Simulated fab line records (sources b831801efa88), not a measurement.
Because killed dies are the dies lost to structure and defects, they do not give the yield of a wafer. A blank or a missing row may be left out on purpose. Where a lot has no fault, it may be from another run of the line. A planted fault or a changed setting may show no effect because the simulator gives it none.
fab line records	flow sky130
record: lots: 15	wafers: 45	last-day: 50
route steps=708 shown FIELD_ISO@3 DNWELL@44 VT_ADJUST_HVTP@96 VT_ADJUST_LVTN@101
lots that met no fault: taken from a fault-free run of the same line
start-h: hours from the record's opening day to when the first of the lot's shown wafers began	wait-h: hours from the lot's prior step to this one	" the same as in the row above	L1.1+2: a single row standing in for several wafers	- no value present, or no start provided	* or withheld: withheld	< > ~ a bound
route shown NAME@n: names a module that has steps shown in the file, with the first one's number in the route	usual: mean and standard deviation over wafers with no fault	same: alike in all rows	chamber/n: place in a boat	sites: per-site readings	_std_site: their standard deviation	_edge_site: inner sites' mean taken away from outer sites' mean	radius-mm: how far each site lies from the wafer's centre	mask NAME#n: copy n	behind: the last tool/chamber to shape the wafer	hold: reason for holding the lot/hours on hold/outcome of the hold	device: whichever transistor did not switch (one of n, p or np)	end of line: the tests these same wafers got at the end of their route	a step without rows: its recipe alone	killed: not the wafer's yield, but the dies lost to structure and defects at the first sort	map: a wafer's dies, marking killed ones x, the rest . and places with no die _
set.NAME: the run value of the setting; set.NAME@STEP: its run value at that earlier step	model.NAME: the simulator's own value behind a step, which no gauge read
the route's steps for a sample of lots (tables are steps, rows are wafers)
services: when a tool's chamber went out of use (start-h, in hours from the record's first day, below 0 if earlier), for how many hours, and the reason
== steps ==
step: SKY_FIELD_ISO_THK_MEAS_02
recipe: reads: SiO2_of_FIELD_ISO_OXIDATION_01
usual: FIELD_ISO_OXIDATION_00_THK: 12.12/0.24
lot.wafer	tool	chamber	start-h	wait-h	FIELD_ISO_OXIDATION_00_THK[nm]
L439.1	film-metro-03	-	12.29	0.0	12.20
L439.3	"	-	"	"	11.89
L439.6	"	-	"	"	11.97
L440.1	film-metro-01	-	17.90	0.0	12.09
L440.2	"	-	"	"	12.03
L440.3	"	-	"	"	11.95
L441.2	film-metro-02	-	24.26	0.0	11.86
L441.3	"	-	"	"	11.99
L441.4	"	-	"	"	11.72
L442.1	film-metro-01	-	28.34	0.0	11.90
L442.4	"	-	"	"	12.09
L442.5	"	-	"	"	11.97
L443.1	film-metro-03	-	32.67	0.0	12.03
L443.2	"	-	"	"	12.24
L443.3	"	-	"	"	11.94
L444.2	film-metro-03	-	37.08	0.0	12.27
L444.5	"	-	"	"	12.35
L444.6	"	-	"	"	12.45
L445.3	film-metro-01	-	42.57	0.0	12.33
L445.4	"	-	"	"	12.06
L445.6	"	-	"	"	12.25
L446.2	film-metro-01	-	46.64	0.0	12.14
L446.4	"	-	"	"	11.95
L446.5	"	-	"	"	12.08
L447.1	film-metro-01	-	52.29	0.0	12.23
L447.2	"	-	"	"	12.08
L447.4	"	-	"	"	12.20
L448.1	film-metro-01	-	56.63	0.0	12.48
L448.4	"	-	"	"	12.59
L448.6	"	-	"	"	12.48
L449.1	film-metro-03	-	62.29	0.0	12.64
L449.2	"	-	"	"	12.34
L449.3	"	-	"	"	12.30
L452.4	film-metro-01	-	79.44	0.0	12.09
L452.5	"	-	"	"	12.01
L452.6	"	-	"	"	12.11
L454.2	film-metro-03	-	87.61	0.0	12.13
L454.3	"	-	"	"	11.93
L454.5	"	-	"	"	11.95
L453.3	film-metro-01	-	87.62	0.0	12.09
L453.5	"	-	"	"	12.12
L453.6	"	-	"	"	12.24
L462.1	film-metro-01	-	127.52	0.0	12.14
L462.4	"	-	"	"	12.33
L462.5	"	-	"	"	12.24
step: SKY_DNWELL_TW_MEAS_09
usual: DNWELL_TW: 1118/6.5
lot.wafer	tool	chamber	start-h	wait-h	DNWELL_TW
L439.1	film-metro-04	-	55.60	0.1	1121
L439.3	"	-	"	"	1122
L439.6	"	-	"	"	1116
L440.1	film-metro-04	-	59.15	0.1	1126
L440.2	"	-	"	"	1124
L440.3	"	-	"	"	1121
L441.2	film-metro-03	-	65.73	0.1	1109
L441.3	"	-	"	"	1111
L441.4	"	-	"	"	1110
L442.1	film-metro-04	-	69.78	0.1	1122
L442.4	"	-	"	"	1127
L442.5	"	-	"	"	1121
L443.1	film-metro-01	-	75.95	0.1	1112
L443.2	"	-	"	"	1110
L443.3	"	-	"	"	1104
L444.2	film-metro-03	-	81.23	0.1	1117
L444.5	"	-	"	"	1119
L444.6	"	-	"	"	1118
L445.3	film-metro-04	-	86.30	0.1	1124
L445.4	"	-	"	"	1122
L445.6	"	-	"	"	1128
L446.2	film-metro-04	-	94.96	0.1	1116
L446.4	"	-	"	"	1117
L446.5	"	-	"	"	1113
L447.1	film-metro-04	-	110.57	0.1	1119
L447.2	"	-	"	"	1123
L447.4	"	-	"	"	1123
L448.1	film-metro-03	-	110.73	0.1	1127
L448.4	"	-	"	"	1121
L448.6	"	-	"	"	1128
L449.1	film-metro-04	-	117.18	0.1	1118
L449.2	"	-	"	"	1122
L449.3	"	-	"	"	1128
L452.4	film-metro-03	-	122.90	0.1	1116
L452.5	"	-	"	"	1119
L452.6	"	-	"	"	1118
L453.3	film-metro-01	-	133.29	0.1	1121
L453.5	"	-	"	"	1113
L453.6	"	-	"	"	1114
L454.2	film-metro-04	-	133.51	0.1	1119
L454.3	"	-	"	"	1126
L454.5	"	-	"	"	1121
L462.1	film-metro-01	-	179.00	0.1	1110
L462.4	"	-	"	"	1119
L462.5	"	-	"	"	1112
step: SKY_VT_ADJUST_HVTP_TW_MEAS_11
usual: VT_ADJUST_HVTP_TW: 1361/8.6
lot.wafer	tool	chamber	start-h	wait-h	VT_ADJUST_HVTP_TW
L439.1	film-metro-02	-	126.36	0.1	1362
L439.3	"	-	"	"	1346
L439.6	"	-	"	"	1356
L440.1	film-metro-04	-	130.73	0.1	1368
L440.2	"	-	"	"	1365
L440.3	"	-	"	"	1371
L441.2	film-metro-01	-	138.17	0.1	1353
L441.3	"	-	"	"	1359
L441.4	"	-	"	"	1346
L442.1	film-metro-01	-	142.82	0.1	1363
L442.4	"	-	"	"	1354
L442.5	"	-	"	"	1354
L443.1	film-metro-01	-	150.43	0.1	1358
L443.2	"	-	"	"	1362
L443.3	"	-	"	"	1357
L444.2	film-metro-04	-	157.22	0.1	1358
L444.5	"	-	"	"	1370
L444.6	"	-	"	"	1370
L445.3	film-metro-02	-	161.12	0.1	1356
L445.4	"	-	"	"	1356
L445.6	"	-	"	"	1349
L446.2	film-metro-02	-	173.09	0.1	1364
L446.4	"	-	"	"	1357
L446.5	"	-	"	"	1355
L447.1	film-metro-02	-	190.81	0.1	1360
L447.2	"	-	"	"	1358
L447.4	"	-	"	"	1357
L448.1	film-metro-02	-	191.84	0.1	1359
L448.4	"	-	"	"	1354
L448.6	"	-	"	"	1358
L449.1	film-metro-01	-	197.45	0.1	1353
L449.2	"	-	"	"	1362
L449.3	"	-	"	"	1356
L452.4	film-metro-02	-	205.61	0.1	1359
L452.5	"	-	"	"	1358
L452.6	"	-	"	"	1366
L453.3	film-metro-04	-	217.93	0.1	1371
L453.5	"	-	"	"	1363
L453.6	"	-	"	"	1369
L454.2	film-metro-02	-	218.22	0.1	1359
L454.3	"	-	"	"	1358
L454.5	"	-	"	"	1352
L462.1	film-metro-04	-	271.28	0.1	1360
L462.4	"	-	"	"	1358
L462.5	"	-	"	"	1361
step: SKY_VT_ADJUST_LVTN_EXPOSE_04
recipe: mask-id: NWM_COMPLEMENT_LESS_NATIVE	na: 0.6	source-shape: conventional	sigma-outer: 0.6	polarization: unpolarized	target-cd-nm: 840	dose-mj: 194
usual: exposure-dose-mJ-cm2: 194.02/0.19	focus-offset-nm: 0.0/0.47
lot.wafer	tool	chamber	start-h	wait-h	mask	exposure-dose-mJ-cm2	focus-offset-nm
L439.1	iline-stepper-01	0	135.66	-	NWM_COMPLEMENT_LESS_NATIVE#0	194.48	-0.4
L439.3	"	0	"	"	NWM_COMPLEMENT_LESS_NATIVE#0	193.97	-0.1
L439.6	"	0	"	"	NWM_COMPLEMENT_LESS_NATIVE#0	194.49	-0.2
L440.1	iline-stepper-02	0	140.13	-	NWM_COMPLEMENT_LESS_NATIVE#0	194.34	0.0
L440.2	"	0	"	"	NWM_COMPLEMENT_LESS_NATIVE#0	194.16	-0.1
L440.3	"	0	"	"	NWM_COMPLEMENT_LESS_NATIVE#0	194.12	0.1
L441.2	iline-stepper-01	0	148.57	-	NWM_COMPLEMENT_LESS_NATIVE#0	193.78	0.1
L441.3	"	0	"	"	NWM_COMPLEMENT_LESS_NATIVE#0	194.01	0.4
L441.4	"	0	"	"	NWM_COMPLEMENT_LESS_NATIVE#0	193.69	-0.5
L442.1	iline-stepper-02	0	152.80	-	NWM_COMPLEMENT_LESS_NATIVE#0	193.95	-0.4
L442.4	"	0	"	"	NWM_COMPLEMENT_LESS_NATIVE#0	194.07	-0.2
L442.5	"	0	"	"	NWM_COMPLEMENT_LESS_NATIVE#0	193.73	0.0
L443.1	iline-stepper-01	0	161.06	-	NWM_COMPLEMENT_LESS_NATIVE#0	194.26	-0.8
L443.2	"	0	"	"	NWM_COMPLEMENT_LESS_NATIVE#0	194.04	-0.7
L443.3	"	0	"	"	NWM_COMPLEMENT_LESS_NATIVE#0	194.17	-0.7
L444.2	iline-stepper-02	0	167.40	-	NWM_COMPLEMENT_LESS_NATIVE#0	193.98	0.2
L444.5	"	0	"	"	NWM_COMPLEMENT_LESS_NATIVE#0	194.12	0.5
L444.6	"	0	"	"	NWM_COMPLEMENT_LESS_NATIVE#0	194.27	0.5
L445.3	iline-stepper-01	0	170.89	-	NWM_COMPLEMENT_LESS_NATIVE#0	193.94	0.2
L445.4	"	0	"	"	NWM_COMPLEMENT_LESS_NATIVE#0	194.38	-0.6
L445.6	"	0	"	"	NWM_COMPLEMENT_LESS_NATIVE#0	194.23	-0.2
L446.2	iline-stepper-01	0	183.97	-	NWM_COMPLEMENT_LESS_NATIVE#0	193.58	-0.3
L446.4	"	0	"	"	NWM_COMPLEMENT_LESS_NATIVE#0	193.98	-0.5
L446.5	"	0	"	"	NWM_COMPLEMENT_LESS_NATIVE#0	193.96	-0.9
L447.1	iline-stepper-02	0	200.78	-	NWM_COMPLEMENT_LESS_NATIVE#0	193.95	0.4
L447.2	"	0	"	"	NWM_COMPLEMENT_LESS_NATIVE#0	193.58	1.0
L447.4	"	0	"	"	NWM_COMPLEMENT_LESS_NATIVE#0	193.74	-0.7
L448.1	iline-stepper-01	0	202.00	-	NWM_COMPLEMENT_LESS_NATIVE#0	194.24	0.4
L448.4	"	0	"	"	NWM_COMPLEMENT_LESS_NATIVE#0	193.90	-0.2
L448.6	"	0	"	"	NWM_COMPLEMENT_LESS_NATIVE#0	194.00	0.5
L449.1	iline-stepper-01	0	208.65	-	NWM_COMPLEMENT_LESS_NATIVE#0	193.93	-0.1
L449.2	"	0	"	"	NWM_COMPLEMENT_LESS_NATIVE#0	194.05	-0.4
L449.3	"	0	"	"	NWM_COMPLEMENT_LESS_NATIVE#0	194.13	-0.3
L452.4	iline-stepper-01	-	217.26	-	NWM_COMPLEMENT_LESS_NATIVE#0	-	-
L452.5	"	-	"	"	NWM_COMPLEMENT_LESS_NATIVE#0	-	-
L452.6	"	-	"	"	NWM_COMPLEMENT_LESS_NATIVE#0	-	-
L453.3	iline-stepper-01	-	229.41	-	NWM_COMPLEMENT_LESS_NATIVE#0	-	-
L453.5	"	-	"	"	NWM_COMPLEMENT_LESS_NATIVE#0	-	-
L453.6	"	-	"	"	NWM_COMPLEMENT_LESS_NATIVE#0	-	-
L454.2	iline-stepper-01	-	229.70	-	NWM_COMPLEMENT_LESS_NATIVE#0	-	-
L454.3	"	-	"	"	NWM_COMPLEMENT_LESS_NATIVE#0	-	-
L454.5	"	-	"	"	NWM_COMPLEMENT_LESS_NATIVE#0	-	-
L462.1	iline-stepper-01	0	283.78	-	NWM_COMPLEMENT_LESS_NATIVE#0	193.92	-0.9
L462.4	"	0	"	"	NWM_COMPLEMENT_LESS_NATIVE#0	193.97	-0.4
L462.5	"	0	"	"	NWM_COMPLEMENT_LESS_NATIVE#0	194.16	-0.6
== services ==
tool	chamber	start-h	hours	kind
iline-stepper-01	-	144.83	0.8	repair
iline-stepper-01	0	147.31	-	calibration
iline-stepper-01	-	166.07	0.6	repair
iline-stepper-02	-	203.89	1.7	pm
iline-stepper-02	-	254.39	0.8	repair
iline-stepper-01	-	270.68	1.7	pm
iline-stepper-02	-	274.67	4.5	repair
== key ==
first-sign: step: SKY_VT_ADJUST_LVTN_EXPOSE_04	reading: tool-record	direction: missing
effect none on later readings
met-at SKY_VT_ADJUST_LVTN_EXPOSE_04
struck-lots L452,L453,L454
sort-left-out L452.4,L452.5,L452.6,L453.3,L453.5,L453.6,L454.2,L454.3,L454.5
tester-left-out L452,L453,L454
not-acting-at SKY_FIELD_ISO_THK_MEAS_02,SKY_DNWELL_TW_MEAS_09,SKY_VT_ADJUST_HVTP_TW_MEAS_11
onset-between 208.65 217.26
fault: kind: skipped-step-whole	tool: iline-stepper-01	chamber: -	onset-h: 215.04	steps: SKY_VT_ADJUST_LVTN_EXPOSE_04	scope: struck-lots-only
tester-left-out: of these lots the tester's yield and bins aren't shown, on N5 and GAA mostly nor the transistor test; their killed dies are dies lost to structure and defects alone, not to doping, threshold or leakage, so they don't give the yield
sort-left-out: the simulated sort isn't trusted on such a fault, so these wafers' sort isn't shown, and their yield isn't known
